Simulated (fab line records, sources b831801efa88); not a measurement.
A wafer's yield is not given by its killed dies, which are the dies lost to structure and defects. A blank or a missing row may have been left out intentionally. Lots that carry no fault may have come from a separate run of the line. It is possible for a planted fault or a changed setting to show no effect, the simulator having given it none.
A lot that was struck, set against a sound lot || flow sky130 || 14 steps out of a route of 708
Sound: the wafers L494.4, L494.5, L494.6. Struck: wafers L501.3, L501.5, L501.6. The cause is named last.
At each step with rows: each side's tool, then ch and its chambers, then its first start. Under that, the readings that differ: sound wafers || struck wafers || difference of the means || sigmas: that difference in standard deviations of wafers without a fault.
alike: readings with means less than 2 such deviations apart, plus words and numbers identical on both sides. not compared: withheld readings, readings lacking a value on some wafer, bounds such as >300 that could conceal the same value, and numbers that have no deviation in the record and whose values overlap.
The two part at a step that has a row with sigmas, a row that says differs or no value, or rows on one side only. Numbers that have no deviation but don't overlap get no sigmas and don't part them. Lack of a reading on every wafer of one side parts them only where that side has two or more wafers.

SKY_CONTACT_OVL_MEAS_15:
  sound on overlay-02, day 32 14:26; struck on overlay-02, day 35 19:14
  alike: CONTACT_OVL
SKY_CONTACT_ETCH_16: etches BARC in N2/H2, stops on SiO2, time 45.9 s, target depth 60 nm.
  sound on rie-diel-03 ch 0,3, day 32 14:28; struck on rie-diel-02 ch 1,2, day 35 19:16
  alike: drypump-motor-current-A, oes-product-au, throttle-valve-pct
  not compared: rf-hours-counter-h
SKY_CONTACT_ETCH_17: etches SiO2 in C4F8/O2/Ar, stops on Si3N4, target depth 340 nm.
  sound on rie-diel-03 ch 0,3, day 32 14:30; struck on rie-diel-02 ch 1,2, day 35 19:18
  alike: oes-product-au
SKY_CONTACT_ETCH_18: etches Si3N4 in CHF3/O2, stops on TiN, time 39 s, target depth 75 nm.
  sound on rie-diel-03 ch 0,3; struck on rie-diel-02 ch 1,2
{"reading": "oes-product-au (a.u.)", "sound": "0.862 0.871 0.867", "struck": "0.850 0.846 0.843", "difference": -0.020, "sigmas": -3}
  alike: drypump-motor-current-A, throttle-valve-pct
  not compared: rf-hours-counter-h
SKY_CONTACT_STRIP_19: strips in O2/N2.
  sound on plasma-asher-03 ch 0,1, day 32 14:37; struck on plasma-asher-04 ch 0,1, day 35 19:25
  alike: drypump-motor-current-A, oes-product-au, strip-time-to-endpoint-s
  not compared: rf-hours-counter-h
then, 4 steps without rows for these wafers: SKY_CONTACT_STRIP_20 (strips in post etch residue remover, time 1200 s); SKY_CONTACT_CLEAN_21 (cleans in IPA, time 180 s); SKY_CONTACT_CLEAN_22 (cleans in O3/DIW); SKY_CONTACT_SPUTTER_23 (material TiN, target thk 20 nm, time 80 s).
SKY_CONTACT_CVD_24: deposits W, target thk 340 nm, time 102.12 s.
  sound on cvd-w-01 ch 0,1, day 32 15:23; struck on cvd-w-02 ch 0,1, day 35 20:07
  alike: heater-power-w
  not compared: since-wet-clean-h
SKY_CONTACT_RS_MEAS_25: a four-point-probe measurement.
  sound on film-metro-01, day 32 15:31; struck on film-metro-04, day 35 20:13
  alike: CONTACT_W_RS
SKY_CONTACT_THK_MEAS_26: measures by xrf.
  sound on film-metro-01, day 32 15:36; struck on film-metro-04, day 35 20:19
  alike: CONTACT_W_THK
SKY_CONTACT_CMP_27: polishes, stops on SiO2, t overpolish 15 s, target thk 0 nm.
  sound on cmp-01 ch 1,2,3, day 32 15:44; struck on cmp-02 ch 0,1,3, day 35 20:28
{"reading": "overpolish-run-s (s)", "sound": "14.998 14.996 14.997", "struck": "0.041 0.036 0.039", "difference": -14.958, "sigmas": "-99 or more"}
{"reading": "time-to-endpoint-s (s)", "sound": "77 78 88", "struck": "128 125 129", "difference": "+46", "sigmas": "+12"}
  alike: motor-current-A
-- the record jumps here: 13 days lie between the struck wafers' starts before and after (it left off in module CONTACT and takes up again in module PAD_OPEN, whose first step shown is number 708 of the route) --
SKY_PAD_OPEN_PROBE_99:
  rows exist in the record for the struck wafers here (prober-02, day 49 00:51), but not for the sound ones

WHERE THEY PART
Last at SKY_PAD_OPEN_PROBE_99 as far as this record goes, first at SKY_CONTACT_ETCH_18.

WHY: the cause the simulator had injected
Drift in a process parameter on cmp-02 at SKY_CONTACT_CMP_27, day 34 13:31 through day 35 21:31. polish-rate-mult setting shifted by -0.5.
